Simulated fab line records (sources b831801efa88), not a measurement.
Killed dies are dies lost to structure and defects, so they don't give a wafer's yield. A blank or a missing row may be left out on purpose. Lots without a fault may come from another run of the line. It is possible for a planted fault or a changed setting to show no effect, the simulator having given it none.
Chamber matching	flow sfq-line	rie-diel-02 running SFQ_TRILAYER_I0_VIA_ETCH_VIA_ETCH_034: 4 sister chambers
The step etches SiO2 in CHF3, stops on Nb, target depth 260 nm. 8 wafers are shown with their chamber, then 8 later ones without.

## WAFERS PAIRED WITH THEIR CHAMBERS
wafer	chamber	drypump-motor-current-A (A)	oes-product-au (a.u.)
L081.5	3	5.2	0.848
L082.4	3	5.2	0.853
L087.1	0	5.6	0.848
L089.5	2	6.3	0.852
L091.3	1	5.5	0.850
L091.4	0	5.7	0.852
L091.6	1	5.5	0.852
L096.1	2	6.3	0.849

## WAFERS WITH NO CHAMBER GIVEN
wafer	drypump-motor-current-A (A)	oes-product-au (a.u.)
L096.2	5.5	0.853
L096.3	5.2	0.851
L096.4	5.6	0.851
L096.5	5.5	0.852
L096.6	6.3	0.855
L097.2	5.2	0.848
L097.3	5.6	0.853
L097.6	5.6	0.857

## EACH ONE'S CHAMBER
wafer	from the rows above	in truth
L096.2	1	1
L096.3	3	3
L096.4	can't be placed: 0 or 1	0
L096.5	1	1
L096.6	2	2
L097.2	3	3
L097.3	can't be placed: 0 or 1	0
L097.6	can't be placed: 0 or 1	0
Correct placement for 5 of the 8. Can't be placed from these rows: 3 (the true chamber is among the candidates in 3). Wrongly placed: 0.
How it was worked out, from the rows above alone: a wafer's distance from a chamber is the root of the sum, over the readings, of the square of ((its reading less the chamber's mean) divided by the reading's scatter). If the next closest chamber is less than 2 further off than the closest, the wafer can't be placed; otherwise it belongs to the closest. A chamber's mean is the mean of its shown wafers. The scatter: take each reading less its chamber's mean, square it, sum over the shown wafers, divide by the number of wafers less the number of chambers, and take the root.
